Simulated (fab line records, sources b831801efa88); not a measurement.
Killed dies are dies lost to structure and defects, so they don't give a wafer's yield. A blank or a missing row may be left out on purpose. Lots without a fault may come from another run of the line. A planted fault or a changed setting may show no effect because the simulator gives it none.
One fault seen from 2 desks | flow gf180mcu | each desk has only its own numbers; what lay behind them comes last

THE TOOL OWNER'S DESK: cvd_w-01
The tool's own readings at GF_V5_CVD_23 (deposits W, target thk 350 nm, time 104.9 s): means of the sampled wafers that have a number, for each lot that ran on this tool. A lot is out of limits, marked OUT, if its mean lies more than 4 standard deviations from the usual mean; the brackets give that distance.
Columns: A = heater_power_w at GF_V5_CVD_23, usual 978 W
lot  | first seen here | A
L195 | day 29 13:25    | 870
L196 | day 30 02:20    | 929
L198 | day 30 17:02    | 929
L200 | day 31 09:11    | 863
This desk's finding: nothing out of limits on any of the 4 lots.

THE METROLOGY DESK
What the gauges read, lot by lot, whatever tool the lot ran on: means of the sampled wafers that have a number. A lot is out of limits, marked OUT, if its mean lies more than 4 standard deviations from the usual mean; the brackets give that distance.
Columns: A = V5_BOW at GF_V5_BOW_MEAS_05, usual 139 um; B = V5_W_RS at GF_V5_RS_MEAS_24, usual 0.3276 ohm/sq
lot  | first seen here | A   | B
L188 | day 26 10:37    | 119 | 0.3273
L190 | day 27 10:34    | 143 | 0.3305
L191 | day 27 14:21    | 136 | 0.3283
L192 | day 27 22:16    | 147 | 0.3239
L193 | day 28 03:51    | 149 | 0.3283
L195 | day 28 18:25    | 151 | 0.3254
L196 | day 29 06:28    | 138 | 0.3309
L198 | day 29 21:40    | 143 | 0.3299
L200 | day 30 14:39    | 132 | 0.3268
L202 | day 31 00:40    | 152 | 0.3267
L205 | day 31 20:56    | 130 | 0.3261
L209 | day 32 16:22    | 129 | 0.3264
L210 | day 32 22:08    | 138 | 0.3277
This desk's finding: nothing out of limits on any of the 13 lots.

PUT TOGETHER
The tool owner's desk saw nothing out of limits.
The metrology desk saw nothing out of limits.

WHAT THE SIMULATOR HAD PUT IN
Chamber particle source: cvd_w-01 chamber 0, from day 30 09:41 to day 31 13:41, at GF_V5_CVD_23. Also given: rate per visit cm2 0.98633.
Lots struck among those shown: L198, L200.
